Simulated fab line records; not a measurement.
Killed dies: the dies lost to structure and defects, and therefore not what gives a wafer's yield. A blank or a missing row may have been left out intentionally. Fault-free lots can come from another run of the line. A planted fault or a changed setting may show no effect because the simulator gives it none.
Which tool was responsible? -- flow gf180mcu -- Sampling: 6 lots, 18 wafers, 2 of 602 route steps

## WHAT THE GAUGES READ, wafer by wafer
GF_V5_THK_MEAS_25: measures by xrf.
lot,measured,on,V5_W_THK (nm)
L488,day 27 13:25,film metro-01,341 342 343
L490,day 28 05:06,film metro-01,348 350 352
L492,day 29 02:11,film metro-02,343 344 339
L503,day 32 00:07,film metro-02,341 344 344
L506,day 32 15:55,film metro-01,348 350 347
L509,day 33 08:58,film metro-04,348 357 353

## WHAT TOOL EACH LOT RAN ON (gives the tool, then ch and the chambers of the sampled wafers, and finally the start)
lot,GF_V1_CVD_00
L488,"hdpcvd-01 ch 1,2, day 17 09:53"
L490,"hdpcvd-02 ch 0,1, day 18 08:12"
L492,"hdpcvd-01 ch 0,1,2, day 19 08:19"
L503,"hdpcvd-01 ch 0,1,2, day 23 01:55"
L506,"hdpcvd-01 ch 0,1,2, day 23 23:18"
L509,"hdpcvd-01 ch 0,1,2, day 24 21:26"
- GF_V1_CVD_00: deposits SiO2, target thk 600 nm, time 100 s.

## THE ANSWER, worked out from the rows above alone
Rule: the lots themselves supply what counts as usual. The widest of any qualifying gaps counts: lots, ordered by their means at a reading, are off when they make up no more than a third of the lots, leave a main group of 4 or more, and stand apart from it by 3 or more times the standard deviation of that group's means. If all means in a main group match to the digits the tables above print for the reading, that group is not used. A lot without any number at a reading at which 4 lots or more have one is off too. The other lots that the step has rows for count as sound.
Across all readings shown, no lot is off: no conclusion can be drawn from this.

## WHAT THE SIMULATOR HAD INSERTED
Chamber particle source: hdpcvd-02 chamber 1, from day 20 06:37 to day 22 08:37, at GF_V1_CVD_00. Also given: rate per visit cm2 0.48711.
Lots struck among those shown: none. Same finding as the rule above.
